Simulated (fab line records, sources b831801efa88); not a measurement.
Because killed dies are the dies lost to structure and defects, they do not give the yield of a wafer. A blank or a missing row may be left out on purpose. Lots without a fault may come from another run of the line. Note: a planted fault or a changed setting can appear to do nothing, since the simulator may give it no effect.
Which tool was responsible? | flow sky130 | 10 lots with 30 wafers sampled at 5 steps, on a route of 708 steps

## WHAT THE GAUGES READ, wafer by wafer
SKY_LI_CONTACT_RS_MEAS_22: uses a four-point probe to measure. Usual: for LI_CONTACT_W_RS the level is 0.290 ohm/sq and the standard deviation is 0.0031.
lot  | measured     | on            | LI_CONTACT_W_RS (ohm/sq)            | flag
L487 | day 29 04:02 | film metro-01 | 0.284 0.286 0.283                   |
L488 | day 30 01:07 | film metro-04 | 0.297 0.293 0.293                   |
L493 | day 31 18:50 | film metro-04 | 0.296 0.294 0.291                   |
L494 | day 32 05:51 | film metro-02 | 0.292 0.260 0.262 0.291 0.260 0.263 | OFF
L496 | day 32 22:17 | film metro-04 | 0.289 0.289 0.290                   |
L504 | day 36 04:18 | film metro-02 | 0.288 0.292 0.286                   |
L507 | day 36 18:13 | film metro-02 | 0.285 0.288 0.290                   |
L509 | day 36 22:01 | film metro-01 | 0.289 0.289 0.290                   |
L508 | day 37 01:54 | film metro-01 | 0.291 0.294 0.288                   |
L510 | day 37 04:59 | film metro-02 | 0.288 0.286 0.288                   |

SKY_LI_CONTACT_THK_MEAS_23: measures by xrf. Usual: for LI_CONTACT_W_THK the level is 386 nm and the standard deviation is 4.5.
lot  | measured     | on            | LI_CONTACT_W_THK (nm)   | flag
L487 | day 29 04:10 | film metro-01 | 395 392 399             |
L488 | day 30 01:14 | film metro-04 | 376 378 382             |
L493 | day 31 18:57 | film metro-04 | 374 376 382             |
L494 | day 32 09:03 | film metro-02 | 389 436 433 387 436 427 | OFF
L496 | day 32 22:24 | film metro-04 | 388 387 389             |
L504 | day 36 04:25 | film metro-02 | 387 384 388             |
L507 | day 36 18:19 | film metro-02 | 389 387 381             |
L509 | day 36 22:08 | film metro-01 | 388 385 386             |
L508 | day 37 01:59 | film metro-01 | 383 385 388             |
L510 | day 37 05:05 | film metro-02 | 391 391 387             |

## EACH LOT AND THE TOOL THAT RAN IT (in order: tool; ch and the chambers of the sampled wafers; start)
lot  | SKY_LDD_HVN_STRIP_09                 | SKY_LDD_HVP_STRIP_09                 | SKY_LI_CONTACT_CVD_21
L487 | plasma asher-01 ch 0,1, day 20 04:22 | plasma asher-02 ch 0,1, day 21 09:52 | cvd w-02 ch 0,1, day 29 03:55
L488 | plasma asher-03 ch 0,1, day 21 00:43 | plasma asher-04 ch 0,1, day 22 07:35 | cvd w-01 ch 0,1, day 30 00:59
L493 | plasma asher-04 ch 0, day 23 00:04   | plasma asher-02 ch 0,1, day 24 06:35 | cvd w-01 ch 0,1, day 31 18:41
L494 | plasma asher-01 ch 0,1, day 23 12:18 | plasma asher-03 ch 0,1, day 24 18:52 | cvd w-01 ch 0,1, day 32 05:44
L496 | plasma asher-03 ch 0,1, day 24 06:40 | plasma asher-04 ch 0,1, day 25 12:58 | cvd w-02 ch 0,1, day 32 22:08
L504 | plasma asher-03 ch 0,1, day 27 22:52 | plasma asher-02 ch 0,1, day 29 04:28 | cvd w-02 ch 1, day 36 04:03
L507 | plasma asher-01 ch 0,1, day 28 11:49 | plasma asher-03 ch 0,1, day 29 16:13 | cvd w-02 ch 0,1, day 36 18:04
L509 | plasma asher-03 ch 0,1, day 28 17:34 | plasma asher-04 ch 0,1, day 29 22:52 | cvd w-02 ch 0,1, day 36 21:53
L508 | plasma asher-04 ch 0,1, day 28 19:51 | plasma asher-04 ch 0,1, day 30 00:06 | cvd w-01 ch 0,1, day 37 01:46
L510 | plasma asher-01 ch 0, day 29 02:46   | plasma asher-03 ch 0,1, day 30 06:56 | cvd w-02 ch 1, day 37 04:50
- SKY_LDD_HVN_STRIP_09: strips in O2/N2.
- SKY_LDD_HVP_STRIP_09: strips in O2/N2.
- SKY_LI_CONTACT_CVD_21: deposits W, target thk 400 nm, time 120.56 s.

## WHAT THE TOOLS THEMSELVES READ (means of the sampled wafers that have a number; where no wafer has one, the mark that the record gives instead)
SKY_LDD_HVN_STRIP_09. Usual: drypump motor current A 5.4 A, standard deviation 0.54; oes product au 0.408 a.u., standard deviation 0.0044; strip time to endpoint s 4.131 s, standard deviation 0.015.
lot  | tool            | drypump motor current A (A) | oes product au (a.u.) | strip time to endpoint s (s) | flag
L487 | plasma asher-01 | 5.4                         | 0.414                 | 4.139                        |
L488 | plasma asher-03 | 6.0                         | 0.406                 | 4.145                        |
L493 | plasma asher-04 | 5.2                         | 0.407                 | 4.136                        |
L494 | plasma asher-01 | 5.1                         | 0.407                 | 4.117                        |
L496 | plasma asher-03 | 6.1                         | 0.405                 | 4.138                        |
L504 | plasma asher-03 | 6.2                         | 0.406                 | 4.104                        |
L507 | plasma asher-01 | 5.4                         | 0.406                 | 4.126                        |
L509 | plasma asher-03 | 6.0                         | 0.411                 | 4.153                        |
L508 | plasma asher-04 | 5.1                         | 0.410                 | 4.123                        |
L510 | plasma asher-01 | 5.7                         | 0.410                 | 4.142                        |

SKY_LDD_HVP_STRIP_09. Usual: drypump motor current A 5.5 A, standard deviation 0.47; oes product au 0.408 a.u., standard deviation 0.0046; strip time to endpoint s 4.127 s, standard deviation 0.013.
lot  | tool            | drypump motor current A (A) | oes product au (a.u.) | strip time to endpoint s (s) | flag
L487 | plasma asher-02 | 5.3                         | 0.410                 | 4.138                        |
L488 | plasma asher-04 | 5.0                         | 0.408                 | 4.147                        |
L493 | plasma asher-02 | 5.3                         | 0.412                 | 4.128                        |
L494 | plasma asher-03 | 6.2                         | 0.410                 | 4.112                        |
L496 | plasma asher-04 | 5.1                         | 0.409                 | 4.126                        |
L504 | plasma asher-02 | 5.4                         | 0.407                 | 4.141                        |
L507 | plasma asher-03 | 6.0                         | 0.411                 | 4.123                        |
L509 | plasma asher-04 | 5.1                         | 0.409                 | 4.121                        |
L508 | plasma asher-04 | 5.1                         | 0.409                 | 4.130                        |
L510 | plasma asher-03 | 6.0                         | 0.409                 | 4.123                        |

SKY_LI_CONTACT_CVD_21. Usual: heater power w reads 783 W (standard deviation 53).
lot  | tool     | heater power w (W) | flag
L487 | cvd w-02 | 799                |
L488 | cvd w-01 | 765                |
L493 | cvd w-01 | 775                |
L494 | cvd w-01 | 775                |
L496 | cvd w-02 | 836                |
L504 | cvd w-02 | 843                |
L507 | cvd w-02 | 789                |
L509 | cvd w-02 | 792                |
L508 | cvd w-01 | 759                |
L510 | cvd w-02 | 866                |

## THE ANSWER, worked out from the rows above alone
Rule: take the mean of a lot's wafers that have a number; if it is more than 3 standard deviations from the usual mean, the lot is off. A lot without any number at a reading at which 4 lots or more have one is off too. The other lots that the step has rows for count as sound. First the gauges in route order, then the tools' own readings, where a lot's mean is used as printed above. The first step at which some lot is off is used, and at that step the reading that is off furthest; a lot without a number counts as furthest.
Off: L494, at SKY_LI_CONTACT_RS_MEAS_22 (LI_CONTACT_W_RS).
A tool fits if, at a process step before that reading, it ran every lot that is off, and no sound lot after the first of them. The gauges at SKY_LI_CONTACT_RS_MEAS_22 are tried like those tools. No candidate that was tried fits.

## WHAT THE SIMULATOR PUT IN
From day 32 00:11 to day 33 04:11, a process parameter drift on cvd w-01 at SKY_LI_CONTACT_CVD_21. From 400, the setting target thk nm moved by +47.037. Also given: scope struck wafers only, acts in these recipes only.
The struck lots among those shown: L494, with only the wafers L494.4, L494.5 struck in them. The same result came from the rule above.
